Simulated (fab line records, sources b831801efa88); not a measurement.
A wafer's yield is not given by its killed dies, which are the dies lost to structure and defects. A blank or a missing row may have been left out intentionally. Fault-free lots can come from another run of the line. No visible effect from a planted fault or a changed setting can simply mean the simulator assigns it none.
Which tool did it? | flow sky130 | 18 wafers from 6 lots sampled at 3 of the route's 708 steps

== WHAT THE GAUGES READ, wafer by wafer ==
SKY_METAL3_OVL_MEAS_14.
lot  | measured     | on         | METAL3_OVL (nm)
L157 | day 39 01:47 | overlay-01 | 1 -4 3
L166 | day 41 20:01 | overlay-02 | -8 -6 -6
L168 | day 42 08:47 | overlay-02 | 13 13 3
L171 | day 43 16:30 | overlay-02 | 5 10 9
L174 | day 44 16:07 | overlay-01 | -9 -3 -4
L178 | day 45 00:07 | overlay-01 | 5 -5 4

== WHAT TOOL EACH LOT RAN ON (gives the tool, then ch and the chambers of the sampled wafers, and finally the start) ==
lot  | SKY_METAL3_SPUTTER_02        | SKY_METAL3_DEVELOP_12
L157 | pvd_sputter-01, day 36 20:58 | litho_track-01 ch 0, day 39 01:00
L166 | pvd_sputter-03, day 39 18:27 | litho_track-01 ch 0, day 41 19:00
L168 | pvd_sputter-01, day 40 08:43 | litho_track-03 ch 0, day 42 08:00
L171 | pvd_sputter-01, day 41 17:59 | litho_track-03 ch 0, day 43 16:00
L174 | pvd_sputter-02, day 42 18:04 | litho_track-02 ch 0, day 44 15:00
L178 | pvd_sputter-02, day 43 02:23 | litho_track-02 ch 0, day 44 23:00
- SKY_METAL3_SPUTTER_02: material AlCu, target thk 735 nm, time 39.1 s.
- SKY_METAL3_DEVELOP_12: develop time 60 s.

== THE ANSWER, worked out from the rows above alone ==
Rule: usual is defined by the lots themselves. The widest of any qualifying gaps counts: lots, ordered by their means at a reading, are off when they make up no more than a third of the lots, leave a main group of 4 or more, and stand apart from it by 3 or more times the standard deviation of that group's means. Not used: any main group whose means are identical at the precision the tables above print for the reading. A lot without any number at a reading at which 4 lots or more have one is off too. Where the step has rows for the other lots, those lots are counted as sound.
No lot is off at any reading shown: from this, nothing can be told.

== WHAT THE SIMULATOR PUT IN ==
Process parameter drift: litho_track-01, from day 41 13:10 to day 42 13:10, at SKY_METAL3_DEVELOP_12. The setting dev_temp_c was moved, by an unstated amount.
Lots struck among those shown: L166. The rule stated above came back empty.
